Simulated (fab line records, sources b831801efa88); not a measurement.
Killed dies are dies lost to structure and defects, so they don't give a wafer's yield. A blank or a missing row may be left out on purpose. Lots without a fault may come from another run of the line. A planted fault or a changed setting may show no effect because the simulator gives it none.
fab line records | flow sky130
record lots=6 wafers=18 last_day=50
route steps=708 shown SONOS_ONO@176 GATE_OXIDE@187 POLY_GATE@204 PAD_OPEN@708
lots that met no fault: from a run of the same line without faults
start_h: hours from the record's first day to the start of the lot's first wafer shown | wait_h: hours since the lot's step before | " the same as in the row above | L1.1+2: a row that stands for several wafers | - no value, or no start given | * or withheld: withheld | < > ~ a bound
route shown NAME@n: a module of which the file shows steps, and the number in the route of the first | usual: mean/standard deviation of fault-free wafers | same: alike in all rows | chamber/n: place in a boat | sites: the reading at each site | _std_site: their standard deviation | _edge_site: outer sites' mean less inner sites' | radius_mm: how far each site lies from the wafer's centre | mask NAME#n: copy n | behind: the tool/chamber that last shaped the wafer | hold: why the lot was held/for how many hours/how that ended | device: the transistor (n, p or np) that didn't switch | end of line: the same wafers' tests at the end of the route | a step without rows: its recipe alone | killed: dies lost to structure and defects at the first sort, not the wafer's yield | map: a wafer's dies, x killed, . not, _ none there
set.NAME: the setting as run; set.NAME@STEP: as run at that earlier step | model.NAME: the simulator's own value behind a step, which no gauge read
lots at some steps of the route; a table a step, a row a wafer
services: from which hour (start_h, from the record's first day; less than 0 if before it) a tool's chamber was out of use, for how many hours, and why
## steps
# step SKY_SONOS_ONO_COAT_08
# recipe resist=NOVOLAK spin_rpm=3000 resist_thk_nm=1140
# step SKY_SONOS_ONO_SOFTBAKE_09
# recipe temp_c=90 time_s=60 resist=NOVOLAK
# step SKY_SONOS_ONO_EXPOSE_10
# recipe mask_id=ONOM target_cd_nm=410 na=0.6 source_shape=conventional sigma_outer=0.6 dose_mj=150
# step SKY_SONOS_ONO_PEB_11
# recipe temp_c=withheld time_s=* resist=NOVOLAK
# step SKY_SONOS_ONO_DEVELOP_12
# recipe develop_time_s=60 dev_temp_c=23
# step SKY_SONOS_ONO_CD_MEAS_13
# recipe target_cd_nm=410
# usual cd_nm=409.3/2.1
# columns lot.wafer tool chamber start_h wait_h cd_nm
L101.1 cd_sem-02 - 378.59 0.1 408.9
L101.3 " - " " 406.1
L101.5 " - " " 408.5
L102.2 cd_sem-01 - 385.55 0.1 411.3
L102.3 " - " " 410.9
L102.6 " - " " 410.2
L103.1 cd_sem-01 - 391.83 0.1 411.9
L103.2 " - " " 412.5
L103.3 " - " " 410.1
L107.1 cd_sem-01 - 420.77 0.1 409.1
L107.3 " - " " 409.3
L107.4 " - " " 409.7
L110.1 cd_sem-02 - 458.29 0.1 412.4
L110.2 " - " " 410.5
L110.3 " - " " 411.9
L113.2 cd_sem-01 - 464.45 0.1 411.0
L113.3 " - " " 409.4
L113.6 " - " " 413.3
# step SKY_SONOS_ONO_OVL_MEAS_14
# usual SONOS_ONO_OVL=0.3/2
# columns lot.wafer tool chamber start_h wait_h SONOS_ONO_OVL[nm]
L101.1 overlay-01 - 378.71 0.1 0.2
L101.3 " - " " -1.3
L101.5 " - " " -0.7
L102.2 overlay-02 - 385.66 0.1 0.6
L102.3 " - " " -0.6
L102.6 " - " " -1.9
L103.1 overlay-02 - 391.95 0.1 -2.8
L103.2 " - " " -1.2
L103.3 " - " " 0.1
L107.1 overlay-02 - 420.89 0.1 1.6
L107.3 " - " " 2.9
L107.4 " - " " 1.0
L110.1 overlay-01 - 458.41 0.1 2.6
L110.2 " - " " 4.5
L110.3 " - " " 3.1
L113.2 overlay-01 - 464.56 0.1 2.2
L113.3 " - " " 1.3
L113.6 " - " " 1.3
# step SKY_SONOS_ONO_ETCH_15
# recipe target_depth_nm=19.52 chemistry=CHF3/O2 source_w=600 bias_w=200 pressure_mtorr=40 chf3_flow_sccm=50 O2_flow_sccm=5 time_s=7.8
# usual drypump_motor_current_A=5.7/0.47 oes_product_au=1.002/0.007 throttle_valve_pct=8.825/0.0086
# columns lot.wafer tool chamber start_h wait_h drypump_motor_current_A oes_product_au rf_hours_counter_h throttle_valve_pct
L101.1 rie_diel-03 3 378.75 0.0 4.7 1.008 35 8.815
L101.3 " 1 " " 6.2 1.003 4 8.803
L101.5 " 0 " " 5.6 0.993 - 8.830
L102.2 rie_diel-03 1 385.69 0.0 6.2 1.015 4 8.823
L102.3 " 2 " " 6.3 0.992 10 8.823
L102.6 " 1 " " 6.2 1.016 - 8.826
L103.1 rie_diel-02 3 391.99 0.0 5.5 1.009 106 8.817
L103.2 " 1 " " 5.9 1.001 4 8.837
L103.3 " 2 " " 5.6 1.011 1 8.831
L107.1 rie_diel-02 0 420.93 0.0 6.4 0.998 37 8.831
L107.3 " 1 " " 5.9 0.999 5 8.811
L107.4 " 1 " " 5.9 0.995 - 8.814
L110.1 rie_diel-01 0 458.45 0.0 5.5 1.000 47 8.817
L110.2 " 3 " " 6.2 1.002 41 8.836
L110.3 " 1 " " 5.8 0.989 83 8.814
L113.2 rie_diel-02 3 464.59 0.0 5.4 1.005 1 8.834
L113.3 " 0 " " 6.3 1.008 37 8.827
L113.6 " 2 " " 5.7 1.001 - 8.830
# step SKY_SONOS_ONO_WET_ETCH_16
# recipe chemistry=dHF target_depth_nm=14 dry=n2_spin target=SiO2 dilution=100:1 temp_c=25 time_s=280
# step SKY_SONOS_ONO_STRIP_17
# recipe chemistry=O2/N2 power_w=1400 pressure_mtorr=1500 platen_temp_c=withheld o2_flow_sccm=3000 n2_flow_sccm=300 overash_fraction=0.5
# usual drypump_motor_current_A=6.02/0.28 oes_product_au=0.711/0.0049 strip_time_to_endpoint_s=14.09/0.045
# same overash_fraction=0.5
# columns lot.wafer tool chamber start_h wait_h drypump_motor_current_A oes_product_au rf_hours_counter_h strip_time_to_endpoint_s
L101.1 plasma_asher-01 1 378.85 0.0 6.04 0.712 69 14.11
L101.3 " 1 " " 6.03 0.711 - 14.13
L101.5 " 0 " " 5.55 0.707 - 14.06
L102.2 plasma_asher-03 1 385.79 0.0 6.01 0.707 55 14.09
L102.3 " 0 " " 6.43 0.715 - 14.08
L102.6 " 1 " " 5.99 0.715 - 14.11
L103.1 plasma_asher-01 1 392.09 0.0 6.04 0.712 70 14.13
L103.2 " 0 " " 5.60 0.703 70 14.12
L103.3 " 1 " " 6.06 0.708 - 14.13
L107.1 plasma_asher-03 0 421.04 0.0 6.42 0.712 58 14.05
L107.3 " 0 " " 6.46 0.720 - 14.05
L107.4 " 1 " " 6.00 0.706 - 14.08
L110.1 plasma_asher-01 1 458.55 0.0 6.04 0.711 75 14.13
L110.2 " 0 " " 5.60 0.717 75 14.17
L110.3 " 0 " " 5.60 0.710 - 14.17
L113.2 plasma_asher-01 1 464.69 0.0 6.01 0.710 76 14.19
L113.3 " 0 " " 5.59 0.709 - 14.18
L113.6 " 0 " " 5.60 0.715 - 14.20
# step SKY_SONOS_ONO_WET_ETCH_18
# recipe chemistry=H3PO4 target_depth_nm=15 target=Si3N4 temp_c=160 time_s=172
# step SKY_GATE_OXIDE_CLEAN_00
# recipe chemistry=SC1/SC2 mix=1:4:20 temp_c=70 time_s=150 dry=n2_spin
# step SKY_GATE_OXIDE_OXIDATION_01
# recipe temp_c=900 ambient=O2 stabilise_s=600 purge_s=300 target_thk_a=102.68 ox_time_s=1530
# usual spike_tc_bottom_C=918.6/1.8 spike_tc_centre_C=901.2/0.99 spike_tc_lower_C=900.0/1.3 spike_tc_top_C=910/3 spike_tc_upper_C=898.0/1.4 tube_center_temp_C=900/0.074 tube_center_temp_C_max=902.3/0.39 zone_power_bottom_pct=32/4.3 zone_power_centre_pct=20.7/0.32 zone_power_top_pct=37.4/0.57
# columns lot.wafer tool chamber start_h wait_h spike_tc_bottom_C spike_tc_centre_C spike_tc_lower_C spike_tc_top_C spike_tc_upper_C tube_center_temp_C tube_center_temp_C_max zone_power_bottom_pct zone_power_centre_pct zone_power_top_pct model.SiO2_of_GATE_OXIDE_OXIDATION_01.thk_nm
L101.1 furnace-02 0 379.12 0.0 921.6 900.6 900.0 911 899.3 899.97 902.6 35 20.6 38.0 9.98
L101.3 " 0 " " 920.5 901.4 898.5 912 900.6 900.02 902.6 36 20.8 38.3 10.16
L101.5 " 0 " " 918.8 902.5 901.1 914 900.3 900 901.9 36 20.3 37.9 10.02
L102.2 furnace-01 0 386.91 0.8 916.8 900.2 898.8 906 898.1 899.99 902.0 27 20.7 36.9 10.24
L102.3 " 0 " " 917.5 900.1 899.6 907 896.0 899.96 902.0 27 20.7 36.6 10.26
L102.6 " 0 " " 916.7 901.0 899.2 907 897.4 899.89 901.8 27 21.2 36.8 10.42
L103.1 furnace-02 0 392.31 0.0 918.8 903.0 899.1 913 899.4 899.95 901.9 35 20.9 38.0 9.97
L103.2 " 0 " " 921.3 901.8 901.8 913 900.5 899.94 902.0 35 20.5 38.4 10.15
L103.3 " 0 " " 919.5 901.9 901.7 915 899.9 900.04 902.7 35 20.5 37.9 10.23
L107.1 furnace-01 0 423.21 1.9 893.7 877.0 875.5 885 873.3 877.05 879.0 26 19.8 35.8 7.95
L107.3 " 0 " " 895.0 878.0 875.6 883 874.1 876.92 879.0 25 20.0 35.1 7.944
L107.4 " 0 " " 894.2 877.0 876.5 885 872.7 877 878.8 25 20.2 35.5 8.074
L110.1 furnace-01 0 459.95 1.2 893.6 877.8 876.3 883 874.1 877.02 879.8 25 19.8 35.6 8.104
L110.2 " 0 " " 894.8 878.0 878.1 885 875.8 877.01 879.4 25 19.5 35.4 8.13
L110.3 " 0 " " 895.1 878.2 876.2 883 876.1 876.91 879.0 25 20.3 35.9 8.077
L113.2 furnace-02 0 465.34 0.4 919.0 900.0 899.3 913 900.4 900.01 902.5 35 20.6 38.0 10.16
L113.3 " 0 " " 917.6 903.3 900.3 912 901.1 900.01 901.8 35 20.7 37.9 10.4
L113.6 " 0 " " 920.2 901.4 900.7 913 898.3 899.99 902.0 35 20.2 37.4 10.48
# step SKY_GATE_OXIDE_THK_MEAS_02
# recipe reads=SiO2_of_GATE_OXIDE_OXIDATION_01
# usual GATE_OXIDE_OXIDATION_00_THK=10.40/0.18
# columns lot.wafer tool chamber start_h wait_h GATE_OXIDE_OXIDATION_00_THK[nm]
L101.1 film_metro-02 - 380.53 0.0 9.98
L101.3 " - " " 10.18
L101.5 " - " " 10.04
L102.2 film_metro-01 - 388.33 0.0 10.22
L102.3 " - " " 10.20
L102.6 " - " " 10.40
L103.1 film_metro-02 - 393.72 0.0 9.92
L103.2 " - " " 10.16
L103.3 " - " " 10.23
L107.1 film_metro-01 - 424.62 0.0 7.93
L107.3 " - " " 7.93
L107.4 " - " " 8.05
L110.1 film_metro-02 - 461.35 0.0 8.08
L110.2 " - " " 8.13
L110.3 " - " " 8.10
L113.2 film_metro-02 - 466.75 0.0 10.20
L113.3 " - " " 10.45
L113.6 " - " " 10.48
# step SKY_GATE_OXIDE_DEHYDRATE_03
# recipe temp_c=200 time_s=60
# step SKY_GATE_OXIDE_HMDS_04
# recipe prime_time_s=60 prime_temp_c=120
# step SKY_GATE_OXIDE_COAT_05
# recipe resist=NOVOLAK spin_rpm=3000 resist_thk_nm=1140
# step SKY_GATE_OXIDE_SOFTBAKE_06
# recipe temp_c=90 time_s=60 resist=NOVOLAK
# step SKY_GATE_OXIDE_EXPOSE_07
# recipe mask_id=LVOM na=0.6 source_shape=conventional sigma_outer=0.6 polarization=unpolarized target_cd_nm=600 dose_mj=170
# step SKY_GATE_OXIDE_PEB_08
# recipe temp_c=withheld time_s=* resist=NOVOLAK
# step SKY_GATE_OXIDE_DEVELOP_09
# recipe resist=NOVOLAK developer=TMAH develop_time_s=60 dev_temp_c=23
# step SKY_GATE_OXIDE_OVL_MEAS_10
# usual GATE_OXIDE_OVL=0.3/1.6
# columns lot.wafer tool chamber start_h wait_h GATE_OXIDE_OVL[nm]
L101.1 overlay-01 - 410.32 0.1 2.1
L101.3 " - " " 1.2
L101.5 " - " " 2.1
L102.2 overlay-01 - 418.09 0.1 -0.2
L102.3 " - " " -0.9
L102.6 " - " " -0.8
L103.1 overlay-02 - 423.33 0.1 -0.5
L103.2 " - " " -1.0
L103.3 " - " " -0.8
L107.1 overlay-01 - 455.23 0.1 -0.4
L107.3 " - " " 1.5
L107.4 " - " " -0.6
L110.1 overlay-02 - 492.38 0.1 4.0
L110.2 " - " " 0.6
L110.3 " - " " 1.6
L113.2 overlay-01 - 497.58 0.1 1.5
L113.3 " - " " -1.5
L113.6 " - " " -2.0
# step SKY_GATE_OXIDE_IMPLANT_11
# recipe species=B energy_kev=10 dose_cm2=2.6e+12 tilt_deg=withheld
# step SKY_GATE_OXIDE_WET_ETCH_12
# recipe chemistry=dHF target_depth_nm=16.8 dry=n2_spin target=SiO2 dilution=100:1 temp_c=25 time_s=336
# step SKY_GATE_OXIDE_STRIP_13
# recipe chemistry=O2/N2 power_w=1400 pressure_mtorr=1500 platen_temp_c=withheld o2_flow_sccm=3000 n2_flow_sccm=300 overash_fraction=0.5
# usual drypump_motor_current_A=5.90/0.25 oes_product_au=0.715/0.0046 strip_time_to_endpoint_s=14.15/0.039
# same overash_fraction=0.5
# columns lot.wafer tool chamber start_h wait_h drypump_motor_current_A oes_product_au rf_hours_counter_h strip_time_to_endpoint_s
L101.1 plasma_asher-02 0 410.71 0.0 5.60 0.711 29 14.17
L101.3 " 0 " " 5.61 0.720 - 14.13
L101.5 " 0 " " 5.61 0.711 - 14.16
L102.2 plasma_asher-04 0 418.47 0.0 6.23 0.714 76 14.10
L102.3 " 0 " " 6.22 0.720 - 14.09
L102.6 " 1 " " 5.95 0.716 - 14.11
L103.1 plasma_asher-02 1 423.62 0.0 5.70 0.724 31 14.12
L103.2 " 0 " " 5.60 0.715 31 14.13
L103.3 " 1 " " 5.71 0.723 - 14.15
L107.1 plasma_asher-04 0 455.62 0.0 6.26 0.718 3 14.13
L107.3 " 0 " " 6.26 0.718 - 14.18
L107.4 " 1 " " 5.97 0.705 - 14.14
L110.1 plasma_asher-02 0 492.77 0.0 5.59 0.706 37 14.17
L110.2 " 1 " " 5.71 0.713 37 14.18
L110.3 " 0 " " 5.57 0.714 - 14.16
L113.2 plasma_asher-01 1 497.96 0.0 6.03 0.717 79 14.17
L113.3 " 0 " " 5.64 0.706 - 14.21
L113.6 " 0 " " 5.61 0.717 - 14.22
# step SKY_GATE_OXIDE_TW_MEAS_14
# usual GATE_OXIDE_TW=226.3/1.6
# columns lot.wafer tool chamber start_h wait_h GATE_OXIDE_TW
L101.1 film_metro-02 - 410.81 0.1 225.9
L101.3 " - " " 225.5
L101.5 " - " " 225.1
L102.2 film_metro-02 - 418.58 0.1 226.2
L102.3 " - " " 225.9
L102.6 " - " " 226.8
L103.1 film_metro-01 - 423.72 0.1 229.2
L103.2 " - " " 230.2
L103.3 " - " " 228.7
L107.1 film_metro-01 - 455.72 0.1 227.7
L107.3 " - " " 227.7
L107.4 " - " " 228.0
L110.1 film_metro-01 - 492.87 0.1 225.9
L110.2 " - " " 227.5
L110.3 " - " " 228.4
L113.2 film_metro-02 - 498.07 0.1 229.0
L113.3 " - " " 226.7
L113.6 " - " " 228.0
# step SKY_GATE_OXIDE_CLEAN_15
# recipe chemistry=SC1/SC2 mix=1:4:20 temp_c=70 time_s=150 dry=n2_spin
# step SKY_GATE_OXIDE_OXIDATION_16
# recipe temp_c=800 ambient=O2 idle_temp_c=700 ramp_up_c_per_min=10 ramp_down_c_per_min=3 stabilise_s=600 purge_s=300 target_thk_a=35.7 ox_time_s=1915
# usual spike_tc_bottom_C=819.4/1.8 spike_tc_centre_C=801.3/1 spike_tc_lower_C=799.9/1.2 spike_tc_top_C=812.2/2.9 spike_tc_upper_C=798.1/1.3 tube_center_temp_C=800.01/0.071 tube_center_temp_C_max=802.1/0.36 zone_power_bottom_pct=24/3.3 zone_power_centre_pct=16.24/0.22 zone_power_top_pct=31.0/0.54
# columns lot.wafer tool chamber start_h wait_h spike_tc_bottom_C spike_tc_centre_C spike_tc_lower_C spike_tc_top_C spike_tc_upper_C tube_center_temp_C tube_center_temp_C_max zone_power_bottom_pct zone_power_centre_pct zone_power_top_pct model.SiO2_of_GATE_OXIDE_OXIDATION_01.thk_nm
L101.1 furnace-02 0 410.94 0.0 820.3 801.5 801.9 816.0 798.3 800.04 801.7 27 16.11 31.3 11.3
L101.3 " 0 " " 820.4 800.2 799.7 816.1 799.0 799.91 802.1 27 16.01 31.2 11.49
L101.5 " 0 " " 820.6 800.2 802.0 816.5 800.0 799.99 801.7 27 16.22 31.5 11.32
L102.2 furnace-02 0 418.69 0.0 821.3 799.5 800.0 815.7 800.0 800.07 802.4 28 16.19 31.2 11.6
L102.3 " 0 " " 821.9 799.7 801.3 813.1 798.7 800.15 802.3 28 15.84 30.7 11.63
L102.6 " 0 " " 820.7 803.4 801.5 815.0 799.5 799.84 801.4 27 16.10 31.7 11.76
L103.1 furnace-02 0 425.82 1.9 819.5 801.2 802.3 814.7 799.8 800.03 802.8 27 16.21 31.8 11.37
L103.2 " 0 " " 819.1 801.4 801.2 815.6 799.9 799.98 802.1 28 16.18 31.5 11.5
L103.3 " 0 " " 820.4 801.6 801.4 815.9 800.2 800.01 801.6 28 16.08 30.9 11.62
L107.1 furnace-01 0 457.02 1.2 817.6 798.1 798.3 810.4 796.3 800.07 801.8 21 16.45 30.8 9.497
L107.3 " 0 " " 818.9 801.1 798.4 809.2 796.0 799.98 801.8 21 16.40 30.1 9.51
L107.4 " 0 " " 819.0 800.9 799.7 810.8 797.7 800.01 802.3 21 16.40 30.4 9.614
L110.1 furnace-02 0 493.72 0.7 821.0 800.5 799.6 814.6 798.0 800.07 802.1 27 16.32 31.3 9.592
L110.2 " 0 " " 822.3 802.3 800.2 814.5 799.3 799.92 802.6 28 16.11 31.4 9.637
L110.3 " 0 " " 819.6 801.9 800.7 815.3 798.1 800.03 802.1 27 16.12 31.2 9.56
L113.2 furnace-02 0 498.22 0.0 820.3 802.8 800.4 815.6 798.8 800.09 802.2 28 16.22 31.4 11.5
L113.3 " 0 " " 819.9 802.6 799.0 814.9 798.9 800.12 802.0 28 16.27 31.5 11.76
L113.6 " 0 " " 819.2 802.7 800.1 815.4 800.1 800.11 802.1 28 15.71 32.1 11.79
# step SKY_POLY_GATE_CVD_00
# recipe material=poly-Si target_thk_nm=180 temp_c=620 time_s=720 pressure_mtorr=200
# step SKY_PAD_OPEN_PROBE_99
# usual killed_at_M0_to_M3=44/7 killed_at_M4_up=3.2/2 killed_at_contacts=25/5.3 killed_at_front_end=15/4.3 killed_at_other=0.3/0.54 killed_dies=86/8.7 killed_open=47/6.4 killed_short=39/5.6
# same gross_dies=492 killed_at_back_side=0
# columns lot.wafer tool chamber start_h wait_h killed_at_M0_to_M3 killed_at_M4_up killed_at_contacts killed_at_front_end killed_at_other killed_dies killed_open killed_short model.etest.nfet_16v.r_on_ohm_um model.etest.pfet_16v.r_on_ohm_um model.etest.pfet_g5v0d10v5.r_on_ohm_um model.etest.tip_sonos.rs_ohm_sq model.etest.nfet_g5v0d10v5.r_on_ohm_um model.etest.nfet_g5v0d10v5.drive_ua_um model.etest.nfet_05v0_nvt.drive_ua_um model.etest.pfet_g5v0d10v5.drive_ua_um
L101.1 prober-02 - 1144.05 0.1 31 1 32 7 1 72 43 29 1.422e+04 1.516e+04 4882 2686 1928 614.3 578.4 341.6
L101.3 prober-02 - 1144.15 0.2 45 5 27 11 1 89 38 50 1.426e+04 1.53e+04 4807 2700 1911 606.7 571.7 340.4
L101.5 prober-02 - 1144.25 0.2 35 3 14 12 1 65 34 31 1.41e+04 1.504e+04 4710 2690 1901 609.4 578.4 346
L102.2 prober-01 - 1146.51 0.1 38 0 31 17 0 86 52 34 1.412e+04 1.532e+04 4802 2640 1919 595 571.9 339.1
L102.3 prober-01 - 1146.56 0.2 51 1 20 12 1 85 52 33 1.416e+04 1.506e+04 4825 2647 1898 597.7 570.1 336.9
L102.6 prober-01 - 1146.71 0.2 44 3 41 13 0 101 59 41 1.43e+04 1.546e+04 4838 2666 1935 590.7 563.8 332.4
L103.1 prober-02 - 1149.99 0.1 46 6 30 10 0 92 50 41 1.418e+04 1.506e+04 4763 2682 1902 613.5 581.5 344.1
L103.2 prober-02 - 1150.04 0.1 32 7 18 19 1 77 44 31 1.42e+04 1.524e+04 4740 2713 1883 608.4 574.9 343.2
L103.3 prober-02 - 1150.09 0.2 37 0 26 13 2 78 44 34 1.429e+04 1.54e+04 4809 2727 1929 599.4 566.3 337.1
L107.1 prober-02 - 1172.45 0.1 37 3 24 10 0 74 48 26 1.273e+04 1.492e+04 4277 2244 1696 724.3 674.1 396.1
L107.3 prober-02 - 1172.55 0.2 34 2 27 24 2 89 52 37 1.275e+04 1.481e+04 4237 2252 1694 730.2 673.5 398.6
L107.4 prober-02 - 1172.60 0.2 44 3 21 25 0 93 46 46 1.282e+04 1.543e+04 4271 2254 1709 716.7 672.8 395
L110.1 prober-01 - 1190.19 0.1 33 1 24 20 0 78 45 33 1.283e+04 1.45e+04 4349 2227 1723 717.3 670.2 390.8
L110.2 prober-01 - 1190.24 0.1 49 4 27 19 0 99 51 48 1.286e+04 1.444e+04 4328 2211 1709 720.8 673.4 390.9
L110.3 prober-01 - 1190.29 0.2 49 1 23 18 0 91 54 37 1.285e+04 1.475e+04 4351 2228 1713 721.3 672.3 389
L113.2 prober-01 - 1193.59 0.1 48 4 30 11 0 93 58 35 1.395e+04 1.539e+04 4679 2595 1870 606.7 570.9 344.9
L113.3 prober-01 - 1193.64 0.2 48 3 35 11 0 97 58 39 1.41e+04 1.509e+04 4772 2633 1884 591 560.9 337.8
L113.6 prober-01 - 1193.79 0.2 56 5 19 19 0 99 52 47 1.423e+04 1.508e+04 4774 2685 1914 585.9 558.2 338.2
# killed by level:class
L101.1 CONTACT:geometric_particle:open=14 VIA1:geometric_particle:open=7 LI_CONTACT:geometric_particle:open=6 LI_CONTACT:geometric_particle:short=6 METAL1:geometric_particle:short=5 VIA3:geometric_particle:open=5 VIA2:geometric_particle:open=4 METAL3:geometric_particle:short=4
L101.3 VIA3:geometric_particle:open=10 LI_CONTACT:geometric_particle:open=8 CONTACT:geometric_particle:short=7 VIA1:geometric_particle:open=6 METAL2:geometric_particle:short=6 METAL1:geometric_particle:short=5 VIA1:geometric_particle:short=5 FIELD_ISO:geometric_particle:short=4
L101.5 VIA1:geometric_particle:short=8 VIA1:geometric_particle:open=8 FIELD_ISO:geometric_particle:open=5 LOCAL_INTERCONNECT:geometric_particle:short=5 VIA2:geometric_particle:open=5 VIA3:geometric_particle:open=5 FIELD_ISO:geometric_particle:short=4 CONTACT:geometric_particle:open=4
L102.2 LI_CONTACT:geometric_particle:open=9 VIA2:geometric_particle:open=8 CONTACT:geometric_particle:open=8 VIA1:geometric_particle:open=8 LOCAL_INTERCONNECT:geometric_particle:short=6 METAL2:geometric_particle:short=6 POLY_GATE:geometric_particle:open=5 VIA2:geometric_particle:short=4
L102.3 VIA1:geometric_particle:open=14 METAL2:geometric_particle:short=7 VIA2:geometric_particle:open=7 CONTACT:geometric_particle:open=6 FIELD_ISO:geometric_particle:open=5 CONTACT:geometric_particle:short=5 LI_CONTACT:geometric_particle:open=4 LOCAL_INTERCONNECT:geometric_particle:short=4
L102.6 CONTACT:geometric_particle:open=18 VIA1:geometric_particle:open=11 CONTACT:geometric_particle:short=9 VIA2:geometric_particle:open=8 LI_CONTACT:geometric_particle:open=7 METAL2:geometric_particle:short=7 VIA3:geometric_particle:open=5 LOCAL_INTERCONNECT:geometric_particle:short=4
L103.1 CONTACT:geometric_particle:open=14 VIA1:geometric_particle:open=10 LI_CONTACT:geometric_particle:open=7 METAL1:geometric_particle:short=7 POLY_GATE:geometric_particle:short=6 VIA2:geometric_particle:open=6 VIA3:geometric_particle:open=5 LOCAL_INTERCONNECT:geometric_particle:short=4
L103.2 VIA1:geometric_particle:open=10 CONTACT:geometric_particle:open=8 FIELD_ISO:geometric_particle:short=5 POLY_GATE:geometric_particle:short=5 LI_CONTACT:geometric_particle:open=5 METAL1:geometric_particle:short=5 FIELD_ISO:geometric_particle:open=3 POLY_GATE:geometric_particle:open=3
L103.3 METAL1:geometric_particle:short=10 CONTACT:geometric_particle:open=10 LI_CONTACT:geometric_particle:open=9 VIA1:geometric_particle:open=7 VIA2:geometric_particle:open=5 FIELD_ISO:geometric_particle:short=3 FIELD_ISO:geometric_particle:open=3 POLY_GATE:geometric_particle:short=3
L107.1 LI_CONTACT:geometric_particle:open=10 CONTACT:geometric_particle:open=9 VIA2:geometric_particle:open=9 VIA3:geometric_particle:open=6 POLY_GATE:geometric_particle:short=4 VIA1:geometric_particle:short=4 VIA1:geometric_particle:open=4 FIELD_ISO:geometric_particle:short=3
L107.3 CONTACT:geometric_particle:open=10 FIELD_ISO:geometric_particle:open=8 VIA3:geometric_particle:open=8 CONTACT:geometric_particle:short=7 VIA2:geometric_particle:open=7 METAL2:geometric_particle:short=6 FIELD_ISO:geometric_particle:short=5 POLY_GATE:geometric_particle:short=5
L107.4 VIA1:geometric_particle:open=9 POLY_GATE:geometric_particle:short=8 METAL2:geometric_particle:short=8 CONTACT:geometric_particle:open=8 FIELD_ISO:geometric_particle:short=7 LI_CONTACT:geometric_particle:open=6 VIA1:geometric_particle:short=6 METAL1:geometric_particle:short=5
L110.1 FIELD_ISO:geometric_particle:short=10 CONTACT:geometric_particle:open=10 VIA3:geometric_particle:open=8 LI_CONTACT:geometric_particle:open=7 LOCAL_INTERCONNECT:geometric_particle:short=6 FIELD_ISO:geometric_particle:open=5 VIA2:geometric_particle:open=5 VIA1:geometric_particle:open=3
L110.2 VIA3:geometric_particle:open=12 METAL2:geometric_particle:short=9 LI_CONTACT:geometric_particle:open=7 LOCAL_INTERCONNECT:geometric_particle:short=7 METAL1:geometric_particle:short=7 POLY_GATE:geometric_particle:open=6 VIA2:geometric_particle:open=6 CONTACT:geometric_particle:short=5
L110.3 VIA1:geometric_particle:open=13 LI_CONTACT:geometric_particle:open=8 CONTACT:geometric_particle:open=8 VIA3:geometric_particle:open=8 METAL2:geometric_particle:short=7 FIELD_ISO:geometric_particle:open=6 VIA2:geometric_particle:open=6 FIELD_ISO:geometric_particle:short=5
L113.2 CONTACT:geometric_particle:open=14 VIA1:geometric_particle:open=12 VIA2:geometric_particle:open=11 LI_CONTACT:geometric_particle:open=8 METAL2:geometric_particle:short=7 VIA3:geometric_particle:open=5 CONTACT:geometric_particle:short=5 METAL4:geometric_particle:short=3
L113.3 CONTACT:geometric_particle:open=16 VIA1:geometric_particle:open=10 LI_CONTACT:geometric_particle:open=8 CONTACT:geometric_particle:short=7 METAL1:geometric_particle:short=7 METAL2:geometric_particle:short=7 VIA2:geometric_particle:open=7 VIA3:geometric_particle:open=6
L113.6 VIA1:geometric_particle:open=11 VIA1:geometric_particle:short=10 VIA2:geometric_particle:open=9 FIELD_ISO:geometric_particle:open=7 LI_CONTACT:geometric_particle:open=7 CONTACT:geometric_particle:open=7 VIA3:geometric_particle:open=6 FIELD_ISO:geometric_particle:short=5
## services
# columns tool chamber start_h hours kind
rie_diel-02 2 369.13 6.2 repair
plasma_asher-02 - 385.00 1.2 repair
rie_diel-01 2 393.26 14.2 repair
plasma_asher-01 - 396.24 4.5 repair
plasma_asher-04 - 401.99 0.6 repair
rie_diel-02 3 407.13 - clean
rie_diel-02 3 407.13 15.6 scheduled_down
rie_diel-02 3 407.13 15.6 vent_cycle
rie_diel-01 - 420.78 14.6 pm
plasma_asher-04 - 421.25 9.0 pm
plasma_asher-04 0 421.25 9.0 vent_cycle
plasma_asher-04 1 421.25 9.0 vent_cycle
furnace-02 - 421.39 2.9 pm
rie_diel-03 3 421.82 6.6 repair
plasma_asher-02 - 425.66 4.3 pm
plasma_asher-04 0 430.25 - clean
plasma_asher-04 1 430.25 - clean
rie_diel-01 - 435.57 2.8 pm
plasma_asher-01 - 442.55 13.8 repair
furnace-02 - 445.65 2.6 pm
rie_diel-03 0 470.28 11.3 repair
rie_diel-01 - 472.26 1.2 repair
furnace-01 - 492.35 3.3 pm
## key
first_sign step=SKY_GATE_OXIDE_OXIDATION_01 reading=tube_center_temp_C direction=down sigmas=99+ usual=* struck=*
effect step=SKY_GATE_OXIDE_OXIDATION_01 reading=tube_center_temp_C_max direction=down sigmas=60 usual=* struck=*
effect step=SKY_GATE_OXIDE_THK_MEAS_02 reading=GATE_OXIDE_OXIDATION_00_THK direction=down sigmas=13 usual=10.40 struck=8.04
model_effect step=SKY_GATE_OXIDE_OXIDATION_01 value=SiO2_of_GATE_OXIDE_OXIDATION_01.thk_nm without=10.47 struck=8.047
model_effect step=SKY_GATE_OXIDE_OXIDATION_16 value=SiO2_of_GATE_OXIDE_OXIDATION_01.thk_nm without=11.8 struck=9.568
model_effect step=SKY_PAD_OPEN_PROBE_99 value=etest.nfet_16v.r_on_ohm_um without=1.41e+04 struck=1.281e+04
met_at SKY_GATE_OXIDE_OXIDATION_01
struck_wafers L107.1,L107.3,L107.4,L110.1,L110.2,L110.3
tester_left_out L107,L110
onset_between 386.91 423.21
fault kind=process_parameter_drift tool=furnace-01 chamber=- onset_h=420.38 steps=SKY_GATE_OXIDE_OXIDATION_01 channel=temp_c offset=* shape=step end_h=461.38 acts_in=* stated=*
# tester_left_out: of these lots the tester's yield and bins aren't shown, on N5 and GAA mostly nor the transistor test; their killed dies are dies lost to structure and defects alone, not to doping, threshold or leakage, so they don't give the yield
